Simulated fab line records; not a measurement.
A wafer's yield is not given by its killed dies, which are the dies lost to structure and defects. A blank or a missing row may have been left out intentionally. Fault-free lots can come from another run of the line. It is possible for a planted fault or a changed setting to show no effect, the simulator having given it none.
The same fault as seen by 2 desks | flow gf180mcu | each desk has only its own numbers; what lay behind them comes last

== AT THE TOOL OWNER'S DESK: litho-track-02 ==
The tool's own readings at GF_HV_LDD_COAT_14 (resist thk 1000 nm): means of the sampled wafers that have a number, for each lot that ran on this tool. If a lot's mean is further than 4 standard deviations from the usual mean, the lot is out of limits and carries the mark OUT (the distance appears in the brackets).
Columns: A = spin-speed-rpm at GF_HV_LDD_COAT_14, usual 3000.5 rpm
lot  | first seen here | A
L877 | day 10 11:59    | 3000.1
L885 | day 13 05:49    | 3375.2 (+99 or more) OUT
L887 | day 13 17:19    | 3377.9 (+99 or more) OUT
L896 | day 16 13:51    | 3001.6
L898 | day 17 04:14    | 2998.8
This desk's verdict: out of limits on L885, L887, starting with L885 at day 13 05:49 (spin-speed-rpm at GF_HV_LDD_COAT_14). L877, L896, L898 stayed within limits.

== METROLOGY DESK ==
What the gauges read, lot by lot, whatever tool the lot ran on: means of the sampled wafers that have a number. If a lot's mean is further than 4 standard deviations from the usual mean, the lot is out of limits and carries the mark OUT (the distance appears in the brackets).
Columns: A = POLY_GATE_CVD_00_THK at GF_POLY_GATE_THK_MEAS_01, usual 200.1 nm; B = cd-nm at GF_POLY_GATE_CD_MEAS_10, usual 280.4 nm; C = cd-nm at GF_HV_LDD_CD_MEAS_19, usual 400.3 nm
lot  | first seen here | A     | B     | C
L877 | day 8 14:45     | 201.8 | 282.0 | 403.5
L881 | day 9 16:53     | 198.6 | 279.5 | 401.0
L885 | day 10 20:28    | 200.4 | 280.2 | 406.4
L887 | day 11 14:26    | 201.5 | 280.2 | 409.1
L888 | day 12 03:31    | 203.6 | 281.1 | 403.3
L891 | day 13 02:59    | 197.9 | 280.1 | 396.4
L893 | day 13 07:52    | 200.1 | 279.4 | 398.3
L894 | day 13 23:06    | 199.5 | 279.7 | 401.1
L896 | day 14 04:32    | 199.5 | 280.5 | 395.9
L898 | day 14 18:19    | 199.2 | 279.3 | 399.1
L899 | day 15 05:59    | 202.3 | 281.8 | 399.8
L900 | day 15 09:35    | 201.7 | 281.4 | 399.7
This desk found nothing out of limits on any of the 12 lots.

== PUT TOGETHER ==
The tool owner's desk could have raised an alarm at day 13 05:49, on L885, L887.
The metrology desk saw nothing out of limits.
The metrology desk holds a record of L885, L887, inside its limits.
GF_HV_LDD_COAT_14 was run on litho-track-02 by each of the lots named.

== WHAT THE SIMULATOR HAD PUT IN ==
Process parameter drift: litho-track-02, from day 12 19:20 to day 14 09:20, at GF_HV_LDD_COAT_14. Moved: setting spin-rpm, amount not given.
Shown lots that were struck: L885, L887.
Each desk's first reading out of limits, in hours after the fault started: the tool owner's desk, 10.
